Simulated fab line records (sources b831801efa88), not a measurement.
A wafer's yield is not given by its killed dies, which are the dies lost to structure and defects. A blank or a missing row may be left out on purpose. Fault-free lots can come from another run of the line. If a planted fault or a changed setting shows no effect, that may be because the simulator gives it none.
fab line records || flow gf180mcu
record: {"lots": 6, "wafers": 18, "last_day": 34}
route steps=602 shown V5@541
lots that met no fault: taken from a fault-free run of the same line
start_h: the number of hours between the record's first day and the start of the first shown wafer of the lot || wait_h: hours since the lot's step before || " the same as in the row above || L1.1+2: several wafers, shown together as one row || - either no value or no given start || * or withheld: withheld || < > ~ a bound
route shown NAME@n: NAME is a module with steps in the file, n the number in the route of the first one || usual: mean and standard deviation over wafers with no fault || same: alike in all rows || chamber/n: place in a boat || sites: each site's reading || _std_site: their standard deviation || _edge_site: outer sites' mean less inner sites' || radius_mm: how far each site lies from the wafer's centre || mask NAME#n: copy n || behind: the most recent tool/chamber to have shaped the wafer || hold: why the lot went on hold/how many hours it stayed there/how the hold came to an end || device: the transistor (n, p or np) that didn't switch || end of line: tests of these same wafers at the route's end || a step given without rows: its recipe and nothing more || killed: not the wafer's yield, but the dies lost to structure and defects at the first sort || map: dies across one wafer; x = killed, . = not, _ = none there
set.NAME: the setting as run; set.NAME@STEP: as run at that earlier step || model.NAME: the simulator's own value behind a step, which no gauge read
lots seen at some steps along the route; tables by step, rows by wafer
services: when a tool's chamber went out of use (start_h, in hours from the record's first day, below 0 if earlier), for how many hours, and the reason
== steps ==
step: GF_V5_THK_MEAS_01
recipe: {"reads": "SiO2_of_V5_CVD_00"}
usual: {"V5_CVD_00_THK": "298/3.6"}
{"lot.wafer": "L828.1", "tool": "film_metro-02", "chamber": "-", "start_h": 631.79, "wait_h": 0.0, "V5_CVD_00_THK[nm]": 302}
{"lot.wafer": "L828.4", "tool": "film_metro-02", "chamber": "-", "start_h": 631.79, "wait_h": 0.0, "V5_CVD_00_THK[nm]": 299}
{"lot.wafer": "L828.6", "tool": "film_metro-02", "chamber": "-", "start_h": 631.79, "wait_h": 0.0, "V5_CVD_00_THK[nm]": 297}
{"lot.wafer": "L832.2", "tool": "film_metro-03", "chamber": "-", "start_h": 669.07, "wait_h": 0.0, "V5_CVD_00_THK[nm]": 304}
{"lot.wafer": "L832.4", "tool": "film_metro-03", "chamber": "-", "start_h": 669.07, "wait_h": 0.0, "V5_CVD_00_THK[nm]": 294}
{"lot.wafer": "L832.5", "tool": "film_metro-03", "chamber": "-", "start_h": 669.07, "wait_h": 0.0, "V5_CVD_00_THK[nm]": 302}
{"lot.wafer": "L841.1", "tool": "film_metro-03", "chamber": "-", "start_h": 734.68, "wait_h": 0.0, "V5_CVD_00_THK[nm]": 299}
{"lot.wafer": "L841.2", "tool": "film_metro-03", "chamber": "-", "start_h": 734.68, "wait_h": 0.0, "V5_CVD_00_THK[nm]": 303}
{"lot.wafer": "L841.6", "tool": "film_metro-03", "chamber": "-", "start_h": 734.68, "wait_h": 0.0, "V5_CVD_00_THK[nm]": 300}
{"lot.wafer": "L842.1", "tool": "film_metro-03", "chamber": "-", "start_h": 742.66, "wait_h": 0.0, "V5_CVD_00_THK[nm]": 299}
{"lot.wafer": "L842.5", "tool": "film_metro-03", "chamber": "-", "start_h": 742.66, "wait_h": 0.0, "V5_CVD_00_THK[nm]": 302}
{"lot.wafer": "L842.6", "tool": "film_metro-03", "chamber": "-", "start_h": 742.66, "wait_h": 0.0, "V5_CVD_00_THK[nm]": 300}
{"lot.wafer": "L843.2", "tool": "film_metro-03", "chamber": "-", "start_h": 746.25, "wait_h": 0.1, "V5_CVD_00_THK[nm]": 299}
{"lot.wafer": "L843.4", "tool": "film_metro-03", "chamber": "-", "start_h": 746.25, "wait_h": 0.1, "V5_CVD_00_THK[nm]": 302}
{"lot.wafer": "L843.6", "tool": "film_metro-03", "chamber": "-", "start_h": 746.25, "wait_h": 0.1, "V5_CVD_00_THK[nm]": 297}
{"lot.wafer": "L845.1", "tool": "film_metro-03", "chamber": "-", "start_h": 755.72, "wait_h": 0.0, "V5_CVD_00_THK[nm]": 296}
{"lot.wafer": "L845.2", "tool": "film_metro-03", "chamber": "-", "start_h": 755.72, "wait_h": 0.0, "V5_CVD_00_THK[nm]": 301}
{"lot.wafer": "L845.3", "tool": "film_metro-03", "chamber": "-", "start_h": 755.72, "wait_h": 0.0, "V5_CVD_00_THK[nm]": 301}
step: GF_V5_CVD_02
recipe: {"material": "SiO2", "target_thk_nm": 1450, "precursor": "TEOS", "temp_c": 400, "time_s": 163.28, "rf_w": 600}
usual: {"heater_power_w": "682/99"}
{"lot.wafer": "L828.1", "tool": "pecvd-03", "chamber": 0, "start_h": 631.85, "wait_h": 0.1, "heater_power_w": 574, "since_wet_clean_h": 27}
{"lot.wafer": "L828.4", "tool": "pecvd-03", "chamber": 2, "start_h": 631.85, "wait_h": 0.1, "heater_power_w": 596, "since_wet_clean_h": "-"}
{"lot.wafer": "L828.6", "tool": "pecvd-03", "chamber": 1, "start_h": 631.85, "wait_h": 0.1, "heater_power_w": 805, "since_wet_clean_h": "-"}
{"lot.wafer": "L832.2", "tool": "pecvd-03", "chamber": 2, "start_h": 669.12, "wait_h": 0.0, "heater_power_w": 696, "since_wet_clean_h": 64}
{"lot.wafer": "L832.4", "tool": "pecvd-03", "chamber": 1, "start_h": 669.12, "wait_h": 0.0, "heater_power_w": 654, "since_wet_clean_h": "-"}
{"lot.wafer": "L832.5", "tool": "pecvd-03", "chamber": 2, "start_h": 669.12, "wait_h": 0.0, "heater_power_w": 745, "since_wet_clean_h": "-"}
{"lot.wafer": "L841.1", "tool": "pecvd-03", "chamber": 2, "start_h": 734.74, "wait_h": 0.1, "heater_power_w": 739, "since_wet_clean_h": 130}
{"lot.wafer": "L841.2", "tool": "pecvd-03", "chamber": 0, "start_h": 734.74, "wait_h": 0.1, "heater_power_w": 551, "since_wet_clean_h": 130}
{"lot.wafer": "L841.6", "tool": "pecvd-03", "chamber": 1, "start_h": 734.74, "wait_h": 0.1, "heater_power_w": 788, "since_wet_clean_h": "-"}
{"lot.wafer": "L842.1", "tool": "pecvd-03", "chamber": 0, "start_h": 742.72, "wait_h": 0.1, "heater_power_w": 601, "since_wet_clean_h": 138}
{"lot.wafer": "L842.5", "tool": "pecvd-03", "chamber": 1, "start_h": 742.72, "wait_h": 0.1, "heater_power_w": 650, "since_wet_clean_h": "-"}
{"lot.wafer": "L842.6", "tool": "pecvd-03", "chamber": 0, "start_h": 742.72, "wait_h": 0.1, "heater_power_w": 491, "since_wet_clean_h": "-"}
{"lot.wafer": "L843.2", "tool": "pecvd-01", "chamber": 2, "start_h": 746.30, "wait_h": 0.0, "heater_power_w": 899, "since_wet_clean_h": 572}
{"lot.wafer": "L843.4", "tool": "pecvd-01", "chamber": 0, "start_h": 746.30, "wait_h": 0.0, "heater_power_w": 518, "since_wet_clean_h": "-"}
{"lot.wafer": "L843.6", "tool": "pecvd-01", "chamber": 1, "start_h": 746.30, "wait_h": 0.0, "heater_power_w": 644, "since_wet_clean_h": "-"}
{"lot.wafer": "L845.1", "tool": "pecvd-04", "chamber": 1, "start_h": 755.78, "wait_h": 0.1, "heater_power_w": 815, "since_wet_clean_h": 373}
{"lot.wafer": "L845.2", "tool": "pecvd-04", "chamber": 2, "start_h": 755.78, "wait_h": 0.1, "heater_power_w": 594, "since_wet_clean_h": 373}
{"lot.wafer": "L845.3", "tool": "pecvd-04", "chamber": 0, "start_h": 755.78, "wait_h": 0.1, "heater_power_w": 687, "since_wet_clean_h": 373}
step: GF_V5_THK_MEAS_03
recipe: {"reads": "SiO2_of_V5_CVD_02"}
usual: {"V5_CVD_02_THK": "1451/19"}
{"lot.wafer": "L828.1", "tool": "film_metro-03", "chamber": "-", "start_h": 631.96, "wait_h": 0.1, "V5_CVD_02_THK[nm]": 1435}
{"lot.wafer": "L828.4", "tool": "film_metro-03", "chamber": "-", "start_h": 631.96, "wait_h": 0.1, "V5_CVD_02_THK[nm]": 1458}
{"lot.wafer": "L828.6", "tool": "film_metro-03", "chamber": "-", "start_h": 631.96, "wait_h": 0.1, "V5_CVD_02_THK[nm]": 1445}
{"lot.wafer": "L832.2", "tool": "film_metro-02", "chamber": "-", "start_h": 669.23, "wait_h": 0.1, "V5_CVD_02_THK[nm]": 1430}
{"lot.wafer": "L832.4", "tool": "film_metro-02", "chamber": "-", "start_h": 669.23, "wait_h": 0.1, "V5_CVD_02_THK[nm]": 1474}
{"lot.wafer": "L832.5", "tool": "film_metro-02", "chamber": "-", "start_h": 669.23, "wait_h": 0.1, "V5_CVD_02_THK[nm]": 1459}
{"lot.wafer": "L841.1", "tool": "film_metro-01", "chamber": "-", "start_h": 734.85, "wait_h": 0.1, "V5_CVD_02_THK[nm]": 1442}
{"lot.wafer": "L841.2", "tool": "film_metro-01", "chamber": "-", "start_h": 734.85, "wait_h": 0.1, "V5_CVD_02_THK[nm]": 1431}
{"lot.wafer": "L841.6", "tool": "film_metro-01", "chamber": "-", "start_h": 734.85, "wait_h": 0.1, "V5_CVD_02_THK[nm]": 1450}
{"lot.wafer": "L842.1", "tool": "film_metro-03", "chamber": "-", "start_h": 742.86, "wait_h": 0.1, "V5_CVD_02_THK[nm]": 1428}
{"lot.wafer": "L842.5", "tool": "film_metro-03", "chamber": "-", "start_h": 742.86, "wait_h": 0.1, "V5_CVD_02_THK[nm]": 1466}
{"lot.wafer": "L842.6", "tool": "film_metro-03", "chamber": "-", "start_h": 742.86, "wait_h": 0.1, "V5_CVD_02_THK[nm]": 1471}
{"lot.wafer": "L843.2", "tool": "film_metro-01", "chamber": "-", "start_h": 746.41, "wait_h": 0.1, "V5_CVD_02_THK[nm]": 1444}
{"lot.wafer": "L843.4", "tool": "film_metro-01", "chamber": "-", "start_h": 746.41, "wait_h": 0.1, "V5_CVD_02_THK[nm]": 1464}
{"lot.wafer": "L843.6", "tool": "film_metro-01", "chamber": "-", "start_h": 746.41, "wait_h": 0.1, "V5_CVD_02_THK[nm]": 1467}
{"lot.wafer": "L845.1", "tool": "film_metro-03", "chamber": "-", "start_h": 755.89, "wait_h": 0.1, "V5_CVD_02_THK[nm]": 1445}
{"lot.wafer": "L845.2", "tool": "film_metro-03", "chamber": "-", "start_h": 755.89, "wait_h": 0.1, "V5_CVD_02_THK[nm]": 1452}
{"lot.wafer": "L845.3", "tool": "film_metro-03", "chamber": "-", "start_h": 755.89, "wait_h": 0.1, "V5_CVD_02_THK[nm]": 1438}
step: GF_V5_CMP_04
recipe: {"material": "SiO2", "down_force_psi": 4, "platen_rpm": 60, "pad_velocity_m_s": 0.94248}
usual: {"motor_current_A": "11.9/1.1"}
{"lot.wafer": "L828.4", "tool": "cmp-02", "chamber": 1, "start_h": 632.07, "wait_h": 0.1, "motor_current_A": 13.2}
{"lot.wafer": "L828.1", "tool": "cmp-02", "chamber": 3, "start_h": 632.07, "wait_h": 0.1, "motor_current_A": 10.7}
{"lot.wafer": "L828.6", "tool": "cmp-02", "chamber": 1, "start_h": 632.07, "wait_h": 0.1, "motor_current_A": 13.0}
{"lot.wafer": "L832.2", "tool": "cmp-02", "chamber": 0, "start_h": 669.28, "wait_h": 0.0, "motor_current_A": 13.0}
{"lot.wafer": "L832.4", "tool": "cmp-02", "chamber": 3, "start_h": 669.28, "wait_h": 0.0, "motor_current_A": 10.1}
{"lot.wafer": "L832.5", "tool": "cmp-02", "chamber": 1, "start_h": 669.28, "wait_h": 0.0, "motor_current_A": 12.6}
{"lot.wafer": "L841.2", "tool": "cmp-01", "chamber": 1, "start_h": 734.91, "wait_h": 0.0, "motor_current_A": 12.4}
{"lot.wafer": "L841.1", "tool": "cmp-01", "chamber": 3, "start_h": 734.91, "wait_h": 0.0, "motor_current_A": 14.1}
{"lot.wafer": "L841.6", "tool": "cmp-01", "chamber": 2, "start_h": 734.91, "wait_h": 0.0, "motor_current_A": 10.6}
{"lot.wafer": "L842.1", "tool": "cmp-02", "chamber": 2, "start_h": 743.02, "wait_h": 0.1, "motor_current_A": 10.3}
{"lot.wafer": "L842.6", "tool": "cmp-02", "chamber": 0, "start_h": 743.02, "wait_h": 0.1, "motor_current_A": 12.4}
{"lot.wafer": "L842.5", "tool": "cmp-02", "chamber": 1, "start_h": 743.02, "wait_h": 0.1, "motor_current_A": 13.2}
{"lot.wafer": "L843.2", "tool": "cmp-02", "chamber": 1, "start_h": 746.46, "wait_h": 0.0, "motor_current_A": 12.7}
{"lot.wafer": "L843.4", "tool": "cmp-02", "chamber": 2, "start_h": 746.46, "wait_h": 0.0, "motor_current_A": 10.0}
{"lot.wafer": "L843.6", "tool": "cmp-02", "chamber": 1, "start_h": 746.46, "wait_h": 0.0, "motor_current_A": 13.1}
{"lot.wafer": "L845.1", "tool": "cmp-02", "chamber": 3, "start_h": 756.00, "wait_h": 0.1, "motor_current_A": 10.7}
{"lot.wafer": "L845.2", "tool": "cmp-02", "chamber": 0, "start_h": 756.00, "wait_h": 0.1, "motor_current_A": 12.9}
{"lot.wafer": "L845.3", "tool": "cmp-02", "chamber": 1, "start_h": 756.00, "wait_h": 0.1, "motor_current_A": 12.2}
step: GF_V5_BOW_MEAS_05
recipe: {"mode": "bow"}
usual: {"V5_BOW": "133/9.2"}
{"lot.wafer": "L828.1", "tool": "film_metro-02", "chamber": "-", "start_h": 632.32, "wait_h": 0.1, "V5_BOW[um]": 132}
{"lot.wafer": "L828.4", "tool": "film_metro-02", "chamber": "-", "start_h": 632.32, "wait_h": 0.1, "V5_BOW[um]": 126}
{"lot.wafer": "L828.6", "tool": "film_metro-02", "chamber": "-", "start_h": 632.32, "wait_h": 0.1, "V5_BOW[um]": 140}
{"lot.wafer": "L832.2", "tool": "film_metro-01", "chamber": "-", "start_h": 669.60, "wait_h": 0.3, "V5_BOW[um]": 133}
{"lot.wafer": "L832.4", "tool": "film_metro-01", "chamber": "-", "start_h": 669.60, "wait_h": 0.3, "V5_BOW[um]": 125}
{"lot.wafer": "L832.5", "tool": "film_metro-01", "chamber": "-", "start_h": 669.60, "wait_h": 0.3, "V5_BOW[um]": 133}
{"lot.wafer": "L841.1", "tool": "film_metro-03", "chamber": "-", "start_h": 735.21, "wait_h": 0.1, "V5_BOW[um]": 141}
{"lot.wafer": "L841.2", "tool": "film_metro-03", "chamber": "-", "start_h": 735.21, "wait_h": 0.1, "V5_BOW[um]": 140}
{"lot.wafer": "L841.6", "tool": "film_metro-03", "chamber": "-", "start_h": 735.21, "wait_h": 0.1, "V5_BOW[um]": 138}
{"lot.wafer": "L842.1", "tool": "film_metro-03", "chamber": "-", "start_h": 743.22, "wait_h": 0.1, "V5_BOW[um]": 146}
{"lot.wafer": "L842.5", "tool": "film_metro-03", "chamber": "-", "start_h": 743.22, "wait_h": 0.1, "V5_BOW[um]": 138}
{"lot.wafer": "L842.6", "tool": "film_metro-03", "chamber": "-", "start_h": 743.22, "wait_h": 0.1, "V5_BOW[um]": 141}
{"lot.wafer": "L843.2", "tool": "film_metro-01", "chamber": "-", "start_h": 746.78, "wait_h": 0.3, "V5_BOW[um]": 131}
{"lot.wafer": "L843.4", "tool": "film_metro-01", "chamber": "-", "start_h": 746.78, "wait_h": 0.3, "V5_BOW[um]": 140}
{"lot.wafer": "L843.6", "tool": "film_metro-01", "chamber": "-", "start_h": 746.78, "wait_h": 0.3, "V5_BOW[um]": 148}
{"lot.wafer": "L845.1", "tool": "film_metro-03", "chamber": "-", "start_h": 756.25, "wait_h": 0.2, "V5_BOW[um]": 126}
{"lot.wafer": "L845.2", "tool": "film_metro-03", "chamber": "-", "start_h": 756.25, "wait_h": 0.2, "V5_BOW[um]": 124}
{"lot.wafer": "L845.3", "tool": "film_metro-03", "chamber": "-", "start_h": 756.25, "wait_h": 0.2, "V5_BOW[um]": 132}
step: GF_V5_DEHYDRATE_06
recipe: {"temp_c": 200, "time_s": 60}
step: GF_V5_HMDS_07
recipe: {"prime_time_s": 60, "prime_temp_c": 120}
step: GF_V5_COAT_08
recipe: {"resist": "BARC", "temp_c": "withheld", "time_s": "withheld", "spin_rpm": "withheld", "resist_thk_nm": "withheld"}
step: GF_V5_COAT_09
recipe: {"resist": "KrF", "spin_rpm": "withheld", "resist_thk_nm": 1000}
step: GF_V5_SOFTBAKE_10
recipe: {"temp_c": 130, "time_s": 60, "resist": "KrF"}
step: GF_V5_EXPOSE_11
recipe: {"mask_id": "Via5", "target_cd_nm": 260, "na": 0.68, "source_shape": "conventional", "sigma_outer": 0.6, "dose_mj": 38}
step: GF_V5_PEB_12
recipe: {"peb_temp_c": 135, "peb_time_s": 87.6, "resist": "KrF"}
step: GF_V5_DEVELOP_13
recipe: {"develop_time_s": 60, "resist": "KrF", "dev_temp_c": 21}
usual: {"chill_plate_temp_C": "23.00/0.1", "develop_time_s": "60/0"}
{"lot.wafer": "L828.1", "tool": "litho_track-03", "chamber": 0, "start_h": 651.47, "wait_h": 0.2, "chill_plate_temp_C": 22.87, "develop_time_s": 60, "model.KrF_of_V5_COAT_09.thk_nm": 984.9}
{"lot.wafer": "L828.4", "tool": "litho_track-03", "chamber": 0, "start_h": 651.47, "wait_h": 0.2, "chill_plate_temp_C": 22.90, "develop_time_s": 60, "model.KrF_of_V5_COAT_09.thk_nm": 984.9}
{"lot.wafer": "L828.6", "tool": "litho_track-03", "chamber": 0, "start_h": 651.47, "wait_h": 0.2, "chill_plate_temp_C": 22.81, "develop_time_s": 60, "model.KrF_of_V5_COAT_09.thk_nm": 986.6}
{"lot.wafer": "L832.2", "tool": "litho_track-01", "chamber": 0, "start_h": 688.71, "wait_h": 0.2, "chill_plate_temp_C": 22.92, "develop_time_s": 60, "model.KrF_of_V5_COAT_09.thk_nm": 983.2}
{"lot.wafer": "L832.4", "tool": "litho_track-01", "chamber": 0, "start_h": 688.71, "wait_h": 0.2, "chill_plate_temp_C": 22.90, "develop_time_s": 60, "model.KrF_of_V5_COAT_09.thk_nm": 985.8}
{"lot.wafer": "L832.5", "tool": "litho_track-01", "chamber": 0, "start_h": 688.71, "wait_h": 0.2, "chill_plate_temp_C": 22.86, "develop_time_s": 60, "model.KrF_of_V5_COAT_09.thk_nm": 985.1}
{"lot.wafer": "L841.1", "tool": "litho_track-01", "chamber": "-", "start_h": 751.89, "wait_h": 0.2, "chill_plate_temp_C": "-", "develop_time_s": "-", "model.KrF_of_V5_COAT_09.thk_nm": 998.8}
{"lot.wafer": "L841.2", "tool": "litho_track-01", "chamber": "-", "start_h": 751.89, "wait_h": 0.2, "chill_plate_temp_C": "-", "develop_time_s": "-", "model.KrF_of_V5_COAT_09.thk_nm": 998.6}
{"lot.wafer": "L841.6", "tool": "litho_track-01", "chamber": "-", "start_h": 751.89, "wait_h": 0.2, "chill_plate_temp_C": "-", "develop_time_s": "-", "model.KrF_of_V5_COAT_09.thk_nm": 997.6}
{"lot.wafer": "L842.1", "tool": "litho_track-01", "chamber": "-", "start_h": 759.34, "wait_h": 0.2, "chill_plate_temp_C": "-", "develop_time_s": "-", "model.KrF_of_V5_COAT_09.thk_nm": 997}
{"lot.wafer": "L842.5", "tool": "litho_track-01", "chamber": "-", "start_h": 759.34, "wait_h": 0.2, "chill_plate_temp_C": "-", "develop_time_s": "-", "model.KrF_of_V5_COAT_09.thk_nm": 997.6}
{"lot.wafer": "L842.6", "tool": "litho_track-01", "chamber": "-", "start_h": 759.34, "wait_h": 0.2, "chill_plate_temp_C": "-", "develop_time_s": "-", "model.KrF_of_V5_COAT_09.thk_nm": 995}
{"lot.wafer": "L843.2", "tool": "litho_track-01", "chamber": 0, "start_h": 762.91, "wait_h": 0.2, "chill_plate_temp_C": 23.10, "develop_time_s": 60, "model.KrF_of_V5_COAT_09.thk_nm": 982}
{"lot.wafer": "L843.4", "tool": "litho_track-01", "chamber": 0, "start_h": 762.91, "wait_h": 0.2, "chill_plate_temp_C": 23.09, "develop_time_s": 60, "model.KrF_of_V5_COAT_09.thk_nm": 981.3}
{"lot.wafer": "L843.6", "tool": "litho_track-01", "chamber": 0, "start_h": 762.91, "wait_h": 0.2, "chill_plate_temp_C": 23.09, "develop_time_s": 60, "model.KrF_of_V5_COAT_09.thk_nm": 977.4}
{"lot.wafer": "L845.1", "tool": "litho_track-03", "chamber": 0, "start_h": 772.66, "wait_h": 0.2, "chill_plate_temp_C": 23.04, "develop_time_s": 60, "model.KrF_of_V5_COAT_09.thk_nm": 983.5}
{"lot.wafer": "L845.2", "tool": "litho_track-03", "chamber": 0, "start_h": 772.66, "wait_h": 0.2, "chill_plate_temp_C": 23.16, "develop_time_s": 60, "model.KrF_of_V5_COAT_09.thk_nm": 987.7}
{"lot.wafer": "L845.3", "tool": "litho_track-03", "chamber": 0, "start_h": 772.66, "wait_h": 0.2, "chill_plate_temp_C": 23.14, "develop_time_s": 60, "model.KrF_of_V5_COAT_09.thk_nm": 985}
step: GF_V5_CD_MEAS_14
recipe: {"target_cd_nm": 260}
usual: {"cd_nm": "260.3/1.2"}
{"lot.wafer": "L828.1", "tool": "cd_sem-02", "chamber": "-", "start_h": 651.62, "wait_h": 0.1, "cd_nm": 259.9}
{"lot.wafer": "L828.4", "tool": "cd_sem-02", "chamber": "-", "start_h": 651.62, "wait_h": 0.1, "cd_nm": 260.7}
{"lot.wafer": "L828.6", "tool": "cd_sem-02", "chamber": "-", "start_h": 651.62, "wait_h": 0.1, "cd_nm": 260.9}
{"lot.wafer": "L832.2", "tool": "cd_sem-02", "chamber": "-", "start_h": 688.86, "wait_h": 0.1, "cd_nm": 261.1}
{"lot.wafer": "L832.4", "tool": "cd_sem-02", "chamber": "-", "start_h": 688.86, "wait_h": 0.1, "cd_nm": 261.9}
{"lot.wafer": "L832.5", "tool": "cd_sem-02", "chamber": "-", "start_h": 688.86, "wait_h": 0.1, "cd_nm": 262.0}
{"lot.wafer": "L841.1", "tool": "cd_sem-02", "chamber": "-", "start_h": 752.04, "wait_h": 0.1, "cd_nm": "-"}
{"lot.wafer": "L841.2", "tool": "cd_sem-02", "chamber": "-", "start_h": 752.04, "wait_h": 0.1, "cd_nm": "-"}
{"lot.wafer": "L841.6", "tool": "cd_sem-02", "chamber": "-", "start_h": 752.04, "wait_h": 0.1, "cd_nm": "-"}
{"lot.wafer": "L842.1", "tool": "cd_sem-02", "chamber": "-", "start_h": 759.49, "wait_h": 0.1, "cd_nm": "-"}
{"lot.wafer": "L842.5", "tool": "cd_sem-02", "chamber": "-", "start_h": 759.49, "wait_h": 0.1, "cd_nm": "-"}
{"lot.wafer": "L842.6", "tool": "cd_sem-02", "chamber": "-", "start_h": 759.49, "wait_h": 0.1, "cd_nm": "-"}
{"lot.wafer": "L843.2", "tool": "cd_sem-01", "chamber": "-", "start_h": 763.06, "wait_h": 0.1, "cd_nm": 261.1}
{"lot.wafer": "L843.4", "tool": "cd_sem-01", "chamber": "-", "start_h": 763.06, "wait_h": 0.1, "cd_nm": 260.9}
{"lot.wafer": "L843.6", "tool": "cd_sem-01", "chamber": "-", "start_h": 763.06, "wait_h": 0.1, "cd_nm": 261.4}
{"lot.wafer": "L845.1", "tool": "cd_sem-01", "chamber": "-", "start_h": 772.81, "wait_h": 0.1, "cd_nm": 260.9}
{"lot.wafer": "L845.2", "tool": "cd_sem-01", "chamber": "-", "start_h": 772.81, "wait_h": 0.1, "cd_nm": 259.4}
{"lot.wafer": "L845.3", "tool": "cd_sem-01", "chamber": "-", "start_h": 772.81, "wait_h": 0.1, "cd_nm": 261.0}
== services ==
{"tool": "cmp-01", "chamber": "-", "start_h": 642.06, "hours": 2.1, "kind": "repair"}
{"tool": "pecvd-03", "chamber": 2, "start_h": 647.95, "hours": 8.2, "kind": "repair"}
{"tool": "pecvd-03", "chamber": 0, "start_h": 656.29, "hours": 3.5, "kind": "repair"}
{"tool": "cmp-02", "chamber": "-", "start_h": 688.54, "hours": 10.0, "kind": "pm"}
{"tool": "pecvd-01", "chamber": "-", "start_h": 693.44, "hours": 1.3, "kind": "repair"}
{"tool": "cmp-02", "chamber": "-", "start_h": 707.75, "hours": 0.5, "kind": "repair"}
{"tool": "pecvd-04", "chamber": "-", "start_h": 727.69, "hours": 0.6, "kind": "repair"}
{"tool": "cmp-02", "chamber": "-", "start_h": 730.03, "hours": 5.4, "kind": "pm"}
{"tool": "pecvd-04", "chamber": 1, "start_h": 739.65, "hours": 12.4, "kind": "repair"}
{"tool": "cmp-01", "chamber": "-", "start_h": 749.18, "hours": 4.0, "kind": "pm"}
{"tool": "cmp-01", "chamber": "-", "start_h": 753.18, "hours": "-", "kind": "consumable_replace:conditioner"}
{"tool": "cmp-01", "chamber": "-", "start_h": 753.18, "hours": "-", "kind": "consumable_replace:pad"}
{"tool": "cmp-01", "chamber": "-", "start_h": 755.80, "hours": 2.9, "kind": "repair"}
{"tool": "cmp-02", "chamber": "-", "start_h": 764.65, "hours": 2.5, "kind": "repair"}
{"tool": "cmp-01", "chamber": "-", "start_h": 771.06, "hours": 4.1, "kind": "pm"}
== key ==
first_sign: {"step": "GF_V5_DEVELOP_13", "reading": "tool_record", "direction": "missing"}
effect none on later readings
model_effect: {"step": "GF_V5_DEVELOP_13", "value": "KrF_of_V5_COAT_09.thk_nm", "without": 982.5, "struck": 997.4}
met_at GF_V5_DEVELOP_13
struck_wafers L841.1,L841.2,L841.6,L842.1,L842.5,L842.6
later_rows_left_out L841.1,L841.2,L841.6,L842.1,L842.5,L842.6
sort_left_out L841.1,L841.2,L841.6,L842.1,L842.5,L842.6
onset_between 688.71 751.89
fault: {"kind": "skipped_step_whole", "tool": "litho_track-01", "chamber": "-", "onset_h": 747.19, "steps": "GF_V5_DEVELOP_13", "scope": "struck_lots_only"}
sort_left_out: the simulated sort isn't trusted on such a fault, so these wafers' sort isn't shown, and their yield isn't known
later_rows_left_out: the simulator's readings of these wafers behind a module that went badly wrong aren't trusted and aren't shown, but for the sort
